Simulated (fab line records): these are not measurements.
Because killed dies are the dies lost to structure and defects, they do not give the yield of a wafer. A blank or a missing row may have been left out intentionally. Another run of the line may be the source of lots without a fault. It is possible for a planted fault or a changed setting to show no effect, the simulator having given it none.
Chamber matching ; flow sky130 ; rie-diel-04 running SKY_METAL3_ETCH_17: 4 sister chambers
The step etches SiO2 in C4F8/O2/Ar, stops on TiN, time 3.9 s, target depth 15 nm. 4 wafers are shown with their chamber, then 9 later ones without.

== EACH WAFER AND ITS CHAMBER ==
wafer;chamber;oes-product-au (a.u.)
L085.5;2;0.762
L087.1;1;0.751
L087.2;3;0.734
L087.4;0;0.745

== WAFERS WHOSE CHAMBER IS MISSING ==
wafer;oes-product-au (a.u.)
L088.1;0.749
L088.5;0.769
L088.6;0.747
L091.2;0.742
L091.3;0.727
L091.5;0.749
L093.3;0.759
L093.4;0.741
L093.6;0.752

== CHAMBER TAKEN BY EACH ==
wafer;from the rows above;in truth
L088.1;can't be placed: 1 or 0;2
L088.5;2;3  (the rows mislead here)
L088.6;can't be placed: 0 or 1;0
L091.2;can't be placed: 0 or 3 or 1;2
L091.3;3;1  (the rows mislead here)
L091.5;can't be placed: 1 or 0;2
L093.3;can't be placed: 2 or 1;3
L093.4;can't be placed: 0 or 3 or 1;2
L093.6;can't be placed: 1 or 0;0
0 of 9 placed correctly. From these rows, 7 cannot be placed; in 2 the true chamber is one of the candidates. Placed wrongly: 2.
How it was worked out, from the rows above alone: a wafer's distance from a chamber is the root of the sum, over the readings, of the square of ((its reading less the chamber's mean) divided by the reading's scatter). If the next closest chamber is less than 2 further off than the closest, the wafer can't be placed; otherwise it belongs to the closest. A chamber's mean is the mean of its shown wafers. The scatter (one wafer shown for each chamber): square how far every hidden wafer sits from the nearest shown wafer, average those squares and take the square root.
